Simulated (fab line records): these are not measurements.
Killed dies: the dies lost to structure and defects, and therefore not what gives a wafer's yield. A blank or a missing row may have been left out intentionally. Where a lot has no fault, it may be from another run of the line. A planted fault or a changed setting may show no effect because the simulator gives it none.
Which tool did it? | flow gf180mcu | 13 lots, 39 wafers sampled, at 4 steps of a route of 602

WHAT THE GAUGES SHOWED, per wafer
GF_STI_THK_MEAS_02.
lot  | measured    | on            | STI_OXIDATION_THK (nm)
L811 | day 1 11:41 | film_metro-04 | 9.88 9.80 9.75
L812 | day 1 16:58 | film_metro-04 | 9.92 10.14 9.89
L813 | day 1 21:31 | film_metro-04 | 9.66 9.85 9.70
L814 | day 2 02:32 | film_metro-02 | 9.95 9.92 10.10
L815 | day 2 07:31 | film_metro-02 | 10.07 10.02 9.98
L817 | day 2 18:38 | film_metro-02 | 9.87 9.97 9.88
L823 | day 4 00:35 | film_metro-01 | 9.83 9.99 9.87
L825 | day 4 10:14 | film_metro-04 | 10.03 9.98 10.02
L828 | day 5 01:54 | film_metro-01 | 9.99 9.76 9.95
L829 | day 5 05:32 | film_metro-04 | 9.94 9.85 10.22
L830 | day 5 10:31 | film_metro-02 | 10.46 10.01 10.15
L832 | day 5 20:31 | film_metro-02 | 10.40 10.43 10.31
L834 | day 6 06:31 | film_metro-04 | 10.13 10.13 10.03

GF_STI_THK_MEAS_30.
lot  | measured    | on            | STI_OXIDATION_02_THK (nm)
L811 | day 2 06:08 | film_metro-02 | 9.91 10.02 9.92
L812 | day 2 13:35 | film_metro-02 | 16.08 16.64 16.35
L813 | day 2 18:53 | film_metro-01 | 16.22 16.29 16.10
L814 | day 2 21:02 | film_metro-04 | 10.14 10.15 10.08
L815 | day 3 03:31 | film_metro-04 | 15.50 15.90 16.01
L817 | day 3 13:20 | film_metro-04 | 10.18 10.11 10.11
L823 | day 4 23:20 | film_metro-01 | 10.15 10.19 10.19
L825 | day 5 06:55 | film_metro-02 | 9.92 10.22 10.04
L828 | day 5 23:32 | film_metro-01 | 10.22 10.09 10.09
L829 | day 6 02:55 | film_metro-04 | 10.09 10.36 10.11
L830 | day 6 07:55 | film_metro-02 | 10.06 10.03 10.09
L832 | day 6 18:23 | film_metro-01 | 10.35 10.21 10.24
L834 | day 7 06:39 | film_metro-02 | 9.83 9.88 10.02

GF_NWELL_TW_MEAS_11.
lot  | measured    | on            | NWELL_TW
L811 | day 3 07:40 | film_metro-02 | 1570 1563 1566
L812 | day 3 13:25 | film_metro-03 | 1597 1586 1581
L813 | day 3 18:10 | film_metro-01 | 1585 1594 1590
L814 | day 3 23:43 | film_metro-01 | 1587 1580 1592
L815 | day 4 04:12 | film_metro-03 | 1585 1587 1593
L817 | day 4 16:06 | film_metro-03 | 1584 1581 1590
L823 | day 6 03:31 | film_metro-02 | 1555 1567 1565
L825 | day 6 13:17 | film_metro-03 | 1572 1578 1579
L828 | day 7 06:36 | film_metro-01 | 1598 1593 1591
L829 | day 7 10:05 | film_metro-01 | 1585 1598 1598
L830 | day 7 15:14 | film_metro-02 | 1564 1558 1547
L832 | day 8 03:10 | film_metro-01 | 1595 1591 1589
L834 | day 8 14:45 | film_metro-01 | 1586 1581 1585

EACH LOT AND THE TOOL THAT RAN IT (in order: tool; ch and the chambers of the sampled wafers; start)
lot  | GF_STI_OXIDATION_29
L811 | furnace-02 ch 0, day 2 04:45
L812 | furnace-01 ch 0, day 2 10:13 and furnace-02 ch 0, day 2 12:11
L813 | furnace-01 ch 0, day 2 15:50 and furnace-02 ch 0, day 2 17:24
L814 | furnace-01 ch 0, day 2 19:37
L815 | furnace-02 ch 0, day 3 00:30
L817 | furnace-01 ch 0, day 3 11:56
L823 | furnace-02 ch 0, day 4 21:57
L825 | furnace-02 ch 0, day 5 05:32
L828 | furnace-01 ch 0, day 5 22:07
L829 | furnace-01 ch 0, day 6 01:31
L830 | furnace-01 ch 0, day 6 06:31
L832 | furnace-02 ch 0, day 6 16:59
L834 | furnace-02 ch 0, day 7 05:14
- GF_STI_OXIDATION_29: stabilise 600 s, purge 300 s, target thk 10 nm.

WHAT THE TOOLS THEMSELVES READ (means of the sampled wafers that have a number; where no wafer has one, the mark that the record gives instead)
GF_STI_OXIDATION_29.
lot  | tool                  | spike_tc_upper_C (C)
L811 | furnace-02            | 901.4
L812 | furnace-01/furnace-02 | 900.4
L813 | furnace-01/furnace-02 | 900.6
L814 | furnace-01            | 898.0
L815 | furnace-02            | 901.2
L817 | furnace-01            | 899.3
L823 | furnace-02            | 900.8
L825 | furnace-02            | 899.9
L828 | furnace-01            | 899.9
L829 | furnace-01            | 898.7
L830 | furnace-01            | 900.8
L832 | furnace-02            | 901.4
L834 | furnace-02            | 901.2

THE ANSWER, worked out from the rows above alone
Rule: the usual values come from the lots themselves. The widest of any qualifying gaps counts: lots, ordered by their means at a reading, are off when they make up no more than a third of the lots, leave a main group of 4 or more, and stand apart from it by 3 or more times the standard deviation of that group's means. Not used: any main group whose means are identical at the precision the tables above print for the reading. Also off: a lot with no number at a reading for which 4 or more lots have one. Any other lot the step has rows for is counted as sound. The gauges are gone through in route order, then the tools' own readings, and for those a lot's mean is taken as printed above. The first step at which some lot is off is used, and at that step the reading that is off furthest; a lot without a number counts as furthest.
Off: L812, L813, L815, at GF_STI_THK_MEAS_30 (STI_OXIDATION_02_THK). For the main group the mean is 10.10 nm and the standard deviation 0.1.
If a tool, at a process step before that reading, ran all the lots that are off and no sound lot after the first of them, it fits. Gauges at GF_STI_THK_MEAS_30: tried the same way as those tools. Of those tried, none fits.

WHAT THE SIMULATOR HAD INSERTED
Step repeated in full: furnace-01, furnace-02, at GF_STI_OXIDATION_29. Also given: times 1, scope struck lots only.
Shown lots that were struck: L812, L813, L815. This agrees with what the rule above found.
